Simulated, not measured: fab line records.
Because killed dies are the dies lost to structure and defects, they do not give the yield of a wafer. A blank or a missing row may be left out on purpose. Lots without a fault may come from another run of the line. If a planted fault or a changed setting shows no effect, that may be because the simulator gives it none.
The tool behind it: which one? :: flow gf180mcu :: 18 wafers from 6 lots sampled at 4 of the route's 602 steps

WHAT THE GAUGES SHOWED, per wafer
GF_V3_BOW_MEAS_05.
lot: L302
measured: day 22 19:10
on: film metro-04
V3_BOW (um): 115 115 123

lot: L305
measured: day 24 04:59
on: film metro-01
V3_BOW (um): 103 105 110

lot: L312
measured: day 26 08:11
on: film metro-01
V3_BOW (um): 111 120 118

lot: L316
measured: day 27 04:29
on: film metro-01
V3_BOW (um): 104 120 108

lot: L319
measured: day 28 05:26
on: film metro-02
V3_BOW (um): 103 114 115

lot: L321
measured: day 29 05:20
on: film metro-04
V3_BOW (um): 108 106 116

WHICH TOOL RAN EACH LOT (tool, then ch and the chambers of the sampled wafers, then the start)
lot: L302
GF_V2_STRIP_18: plasma asher-04 ch 0,1, day 21 16:29
GF_V2_CMP_26: cmp-02 ch 2,3, day 21 17:56
GF_M3_DEVELOP_13: litho track-03 ch 0, day 22 17:38

lot: L305
GF_V2_STRIP_18: plasma asher-03 ch 0,1, day 23 03:40
GF_V2_CMP_26: cmp-02 ch 0,2, day 23 04:35
GF_M3_DEVELOP_13: litho track-02 ch 0, day 24 03:22

lot: L312
GF_V2_STRIP_18: plasma asher-03 ch 0,1, day 25 07:10
GF_V2_CMP_26: cmp-01 ch 0,2,3, day 25 08:14
GF_M3_DEVELOP_13: litho track-02 ch 0, day 26 06:07

lot: L316
GF_V2_STRIP_18: plasma asher-03 ch 0,1, day 26 04:07
GF_V2_CMP_26: cmp-01 ch 1,2,3, day 26 05:37
GF_M3_DEVELOP_13: litho track-02 ch 0, day 27 02:49

lot: L319
GF_V2_STRIP_18: plasma asher-04 ch 0,1, day 27 06:27
GF_V2_CMP_26: cmp-01 ch 1,2,3, day 27 07:22
GF_M3_DEVELOP_13: litho track-03 ch 0, day 28 03:56

lot: L321
GF_V2_STRIP_18: plasma asher-04 ch 0,1, day 28 07:07
GF_V2_CMP_26: cmp-01 ch 0,1, day 28 08:02
GF_M3_DEVELOP_13: litho track-04 ch 0, day 29 03:49
- GF_V2_STRIP_18: strips in O2/N2.
- GF_V2_CMP_26: polishes, stops on SiO2, t overpolish 15 s, target thk 0 nm.
- GF_M3_DEVELOP_13: develop time 60 s.

THE ANSWER, worked out from the rows above alone
Rule: what is usual is taken from the lots themselves. The widest of any qualifying gaps counts: lots, ordered by their means at a reading, are off when they make up no more than a third of the lots, leave a main group of 4 or more, and stand apart from it by 3 or more times the standard deviation of that group's means. The tables above print the reading to a certain number of digits; a main group whose means all agree to those digits is not used. A lot without any number at a reading at which 4 lots or more have one is off too. Where the step has rows for the other lots, those lots are counted as sound.
Across all readings shown, no lot is off: no conclusion can be drawn from this.

WHAT WAS PUT IN BY THE SIMULATOR
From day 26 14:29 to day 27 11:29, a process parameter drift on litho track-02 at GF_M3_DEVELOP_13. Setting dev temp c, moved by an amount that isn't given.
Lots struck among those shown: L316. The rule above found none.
